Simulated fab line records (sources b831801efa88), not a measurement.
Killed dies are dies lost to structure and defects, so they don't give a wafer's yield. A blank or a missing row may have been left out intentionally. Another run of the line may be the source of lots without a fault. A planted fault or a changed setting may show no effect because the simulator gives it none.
The tool behind it: which one? + flow sky130 + 30 wafers from 10 lots sampled at 2 of the route's 708 steps

## WHAT THE GAUGES READ, wafer by wafer
SKY_METAL4_CD_MEAS_13: the cd target is 300 nm.
| lot  | measured     | on        | cd nm (nm)        |
|------|--------------|-----------|-------------------|
| L934 | day 41 14:22 | cd sem-02 | 300.9 301.5 301.0 |
| L936 | day 42 06:04 | cd sem-01 | 298.6 297.5 297.8 |
| L937 | day 42 20:49 | cd sem-02 | 300.8 299.5 299.7 |
| L938 | day 42 22:22 | cd sem-01 | 298.9 299.1 298.2 |
| L939 | day 43 11:10 | cd sem-02 | 297.5 298.1 298.3 |
| L946 | day 45 03:58 | cd sem-01 | 300.3 299.1 299.7 |
| L952 | day 46 09:34 | cd sem-01 | 297.0 296.3 297.8 |
| L951 | day 46 12:40 | cd sem-01 | 298.8 301.7 300.1 |
| L953 | day 46 20:28 | cd sem-02 | 300.3 299.4 299.3 |
| L954 | day 47 01:13 | cd sem-02 | 299.0 299.2 298.0 |

SKY_METAL4_OVL_MEAS_14.
| lot  | measured     | on         | METAL4_OVL (nm) |
|------|--------------|------------|-----------------|
| L934 | day 41 14:27 | overlay-02 | 16 2 10         |
| L936 | day 42 06:11 | overlay-02 | 6 1 3           |
| L937 | day 42 20:54 | overlay-01 | -1 -8 3         |
| L938 | day 42 22:29 | overlay-02 | 5 3 6           |
| L939 | day 43 11:17 | overlay-01 | -1 6 -3         |
| L946 | day 45 04:05 | overlay-02 | 5 4 7           |
| L952 | day 46 09:41 | overlay-01 | 1 11 6          |
| L951 | day 46 12:47 | overlay-01 | 3 2 7           |
| L953 | day 46 20:35 | overlay-02 | -6 0 -2         |
| L954 | day 47 01:20 | overlay-01 | 3 3 3           |

## EACH LOT AND THE TOOL THAT RAN IT (in order: tool; ch and the chambers of the sampled wafers; start)
Before these readings, the record contains no process step.

## AS READ BY THE TOOLS THEMSELVES (means over the sampled wafers that have a number; for cases with no such wafer, the mark the record gives instead)
The record holds no such reading with a usual standard deviation.

## THE ANSWER, worked out from the rows above alone
Rule: the usual values come from the lots themselves. The widest of any qualifying gaps counts: lots, ordered by their means at a reading, are off when they make up no more than a third of the lots, leave a main group of 4 or more, and stand apart from it by 3 or more times the standard deviation of that group's means. A main group whose means are all the same, to the digits that the tables above print for the reading, isn't used. A lot without any number at a reading at which 4 lots or more have one is off too. Any other lot the step has rows for is counted as sound. The gauges are gone through in route order, then the tools' own readings, and for those a lot's mean is taken as printed above. The first step at which some lot is off is used, and at that step the reading that is off furthest; a lot without a number counts as furthest.
Across all readings shown, no lot is off: no conclusion can be drawn from this.

## WHAT THE SIMULATOR HAD INSERTED
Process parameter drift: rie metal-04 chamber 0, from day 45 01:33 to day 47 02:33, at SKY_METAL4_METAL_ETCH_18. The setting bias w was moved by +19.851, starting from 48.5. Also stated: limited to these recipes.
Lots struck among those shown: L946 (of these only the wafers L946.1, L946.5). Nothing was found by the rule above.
